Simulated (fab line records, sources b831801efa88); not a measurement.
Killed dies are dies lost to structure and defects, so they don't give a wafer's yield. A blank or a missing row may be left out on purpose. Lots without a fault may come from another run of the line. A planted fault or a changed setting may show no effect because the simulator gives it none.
One fault seen from 2 desks | flow gf180mcu | each desk has only its own numbers; what lay behind them comes last

THE METROLOGY DESK
What the gauges read, lot by lot, whatever tool the lot ran on: means of the sampled wafers that have a number. A lot is out of limits, marked OUT, if its mean lies more than 4 standard deviations from the usual mean; the brackets give that distance.
Columns: A = STI_CVD_03_THK at GF_STI_THK_MEAS_04, usual 206.7 nm; B = HV_LDD_TW at GF_HV_LDD_TW_MEAS_11, usual 2383; C = HV_LDD_RS at GF_HV_LDD_RS_MEAS_53, usual 418.4 ohm/sq; D = V1_OVL at GF_V1_OVL_MEAS_15, usual -2 nm
lot  | first seen here | A     | B              | C                       | D
L880 | day 1 23:34     | 205.7 | 2351           | 417.8                   | -7
L882 | day 2 10:03     | 204.2 | 1816 (-26) OUT | 587.1 (+99 or more) OUT | 4
L883 | day 2 14:35     | 207.5 | 1817 (-26) OUT | 588.7 (+99 or more) OUT | -10
L884 | day 2 19:35     | 206.1 | 1808 (-26) OUT | 588.9 (+99 or more) OUT | -1
L885 | day 3 00:38     | 207.5 | 2358           | 418.3                   | -10
L892 | day 4 12:13     | 207.2 | 2392           | 418.8                   | 2
L893 | day 4 17:10     | 204.9 | 2420           | 416.3                   | -7
L894 | day 4 21:42     | 204.1 | 2348           | 418.2                   | -6
L897 | day 5 14:04     | 204.5 | 2404           | 417.9                   | 2
L898 | day 5 17:35     | 207.2 | 2416           | 418.0                   | -9
L900 | day 6 03:34     | 207.1 | 2392           | 418.0                   | 10
L901 | day 6 08:34     | 206.0 | 2348           | 418.4                   | 2
This desk's finding: out of limits on L882, L883, L884; first on L882, day 11 09:13 (HV_LDD_TW at GF_HV_LDD_TW_MEAS_11). In limits: L880, L885, L892, L893, L894, L897, L898, L900, L901.

THE TOOL OWNER'S DESK: implanter-04
The tool's own readings at GF_HV_LDD_IMPLANT_09: means of the sampled wafers that have a number, for each lot that ran on this tool. A lot is out of limits, marked OUT, if its mean lies more than 4 standard deviations from the usual mean; the brackets give that distance.
Columns: A = dose_ions_cm2 at GF_HV_LDD_IMPLANT_09, usual 1e+14; B = end_station_pressure_torr at GF_HV_LDD_IMPLANT_09, usual 5.48e-06 Torr; C = faraday_current_uA at GF_HV_LDD_IMPLANT_09, usual 565; D = tilt_deg at GF_HV_LDD_IMPLANT_09, usual 6.997 degrees
lot  | first seen here | A                       | B        | C             | D
L882 | day 11 08:56    | 4e+13 (-99 or more) OUT | 5.29e-06 | 221 (-31) OUT | 7.017
L883 | day 11 17:13    | 4e+13 (-99 or more) OUT | 5.15e-06 | 216 (-32) OUT | 7.004
L884 | day 11 20:44    | 4e+13 (-99 or more) OUT | 5.07e-06 | 220 (-31) OUT | 6.983
L893 | day 14 13:03    | 1e+14                   | 5.27e-06 | 560           | 7.005
L898 | day 16 03:25    | 1e+14                   | 5.53e-06 | 560           | 6.993
L900 | day 16 17:17    | 1e+14                   | 5.45e-06 | 566           | 7.014
L901 | day 17 02:29    | 1e+14                   | 5.67e-06 | 568           | 6.985
This desk's finding: out of limits on L882, L883, L884; first on L882, day 11 08:56 (dose_ions_cm2 at GF_HV_LDD_IMPLANT_09). In limits: L893, L898, L900, L901.

PUT TOGETHER
The tool owner's desk could have raised an alarm at day 11 08:56, on L882, L883, L884.
The metrology desk could have raised an alarm at day 11 09:13, on L882, L883, L884.
Of the lots named, all ran GF_HV_LDD_IMPLANT_09 on implanter-04.

WHAT THE SIMULATOR HAD PUT IN
Process parameter drift: implanter-04, from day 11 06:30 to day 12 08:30, at GF_HV_LDD_IMPLANT_09. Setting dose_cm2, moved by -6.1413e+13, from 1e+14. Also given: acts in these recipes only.
Lots struck among those shown: L882, L883, L884.
Hours from the fault's start to each desk's first reading out of limits: the tool owner's desk, 2; the metrology desk, 3.
